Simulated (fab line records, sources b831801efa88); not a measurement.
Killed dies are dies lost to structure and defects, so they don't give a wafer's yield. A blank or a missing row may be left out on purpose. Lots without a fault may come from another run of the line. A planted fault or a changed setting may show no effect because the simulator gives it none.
Which tool did it? | flow gf180mcu | 6 lots, 18 wafers sampled, at 4 steps of a route of 602

WHAT THE GAUGES READ, wafer by wafer
GF_V2_CD_MEAS_14: target cd 260 nm.
lot  | measured     | on        | cd_nm (nm)
L346 | day 20 05:20 | cd_sem-02 | 262.0 261.3 261.5
L349 | day 21 21:57 | cd_sem-01 | 258.9 259.7 259.0
L351 | day 22 08:50 | cd_sem-02 | 257.3 258.8 258.8
L361 | day 25 23:58 | cd_sem-01 | 260.0 260.1 261.1
L362 | day 26 14:02 | cd_sem-02 | 257.7 258.6 258.8
L366 | day 27 11:01 | cd_sem-02 | 259.6 259.3 260.1

WHICH TOOL RAN EACH LOT (tool, then ch and the chambers of the sampled wafers, then the start)
lot  | GF_SALICIDE_RTA_08               | GF_CONTACT_ETCH_16                 | GF_V1_CMP_04
L346 | rtp_anneal-01 ch 0, day 15 05:07 | rie_diel-01 ch 1,2, day 16 03:38   | cmp-02 ch 2,3, day 17 04:08
L349 | rtp_anneal-01 ch 0, day 16 16:06 | rie_diel-02 ch 1,2,3, day 17 15:55 | cmp-01 ch 0,1,3, day 18 18:14
L351 | rtp_anneal-02 ch 0, day 17 04:16 | rie_diel-04 ch 2,3, day 18 04:14   | cmp-01 ch 2,3, day 19 06:13
L361 | rtp_anneal-02 ch 0, day 21 00:27 | rie_diel-01 ch 0,2,3, day 22 01:15 | cmp-01 ch 0,2,3, day 23 02:17
L362 | rtp_anneal-01 ch 0, day 21 16:41 | rie_diel-01 ch 2,3, day 22 16:11   | cmp-01 ch 0,1,2, day 23 17:35
L366 | rtp_anneal-01 ch 0, day 22 14:20 | rie_diel-02 ch 0,2,3, day 23 14:12 | cmp-02 ch 1,2,3, day 24 14:20
- GF_SALICIDE_RTA_08: time 30 s.
- GF_CONTACT_ETCH_16: etches BARC in N2/H2.
- GF_V1_CMP_04: polishes SiO2.

THE ANSWER, worked out from the rows above alone
Rule: what is usual is taken from the lots themselves. Put in order of their means at a reading, lots are off if they are a third of the lots or fewer, leave a main group of 4 or more, and stand apart from it by a gap of 3 or more times the standard deviation of the main group's means; of several such gaps the widest counts. A main group whose means are all the same, to the digits that the tables above print for the reading, isn't used. A lot without any number at a reading at which 4 lots or more have one is off too. The other lots that the step has rows for count as sound.
No lot is off at any reading shown: from this, nothing can be told.

WHAT THE SIMULATOR HAD PUT IN
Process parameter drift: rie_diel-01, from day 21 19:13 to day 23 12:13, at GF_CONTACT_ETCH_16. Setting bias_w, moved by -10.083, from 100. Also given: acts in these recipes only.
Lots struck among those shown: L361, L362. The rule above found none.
